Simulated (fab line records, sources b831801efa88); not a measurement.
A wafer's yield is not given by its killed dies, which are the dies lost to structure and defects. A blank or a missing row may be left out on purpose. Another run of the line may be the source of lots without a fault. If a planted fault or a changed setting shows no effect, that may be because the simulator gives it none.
Which of the tools did it?	flow gf180mcu	6 lots with 18 wafers sampled at 3 steps, on a route of 602 steps

## WHAT EACH GAUGE READ, for each wafer
GF_V5_THK_MEAS_01.
lot	measured	on	V5_CVD_00_THK (nm)
L873	day 26 13:56	film metro-03	299.8 297.9 302.1
L876	day 27 12:54	film metro-03	301.6 301.7 301.6
L878	day 28 09:51	film metro-03	298.2 295.5 295.6
L880	day 28 19:51	film metro-02	305.7 300.5 299.0
L886	day 30 22:39	film metro-04	302.0 300.3 300.5
L892	day 32 10:26	film metro-04	300.7 298.4 296.9

## WHICH TOOL RAN EACH LOT (tool, then ch and the chambers of the sampled wafers, then the start)
lot	GF_M3_SPUTTER_00	GF_M5_METAL_ETCH_10
L873	pvd sputter-01, day 20 14:19	rie metal-02 ch 0,1, day 26 13:14
L876	pvd sputter-01, day 21 16:48	rie metal-04 ch 0,1, day 27 12:11
L878	pvd sputter-01, day 22 18:22	rie metal-02 ch 0,1, day 28 09:05
L880	pvd sputter-02, day 23 07:43	rie metal-04 ch 0, day 28 19:04
L886	pvd sputter-02, day 25 17:17	rie metal-02 ch 1, day 30 21:53
L892	pvd sputter-03, day 27 13:29	rie metal-02 ch 0,1, day 32 09:44
- GF_M3_SPUTTER_00: material Ti, target thk 37.5 nm, time 150 s.
- GF_M5_METAL_ETCH_10: etches the open film in Cl2/BCl3, stops on SiO2, target depth 627.5 nm, time 104.6 s.

## THE ANSWER, worked out from the rows above alone
Rule: the usual values come from the lots themselves. The widest of any qualifying gaps counts: lots, ordered by their means at a reading, are off when they make up no more than a third of the lots, leave a main group of 4 or more, and stand apart from it by 3 or more times the standard deviation of that group's means. A main group whose means are all the same, to the digits that the tables above print for the reading, isn't used. Also off: a lot with no number at a reading for which 4 or more lots have one. Where the step has rows for the other lots, those lots are counted as sound.
Across all readings shown, no lot is off: no conclusion can be drawn from this.

## WHAT THE SIMULATOR HAD INSERTED
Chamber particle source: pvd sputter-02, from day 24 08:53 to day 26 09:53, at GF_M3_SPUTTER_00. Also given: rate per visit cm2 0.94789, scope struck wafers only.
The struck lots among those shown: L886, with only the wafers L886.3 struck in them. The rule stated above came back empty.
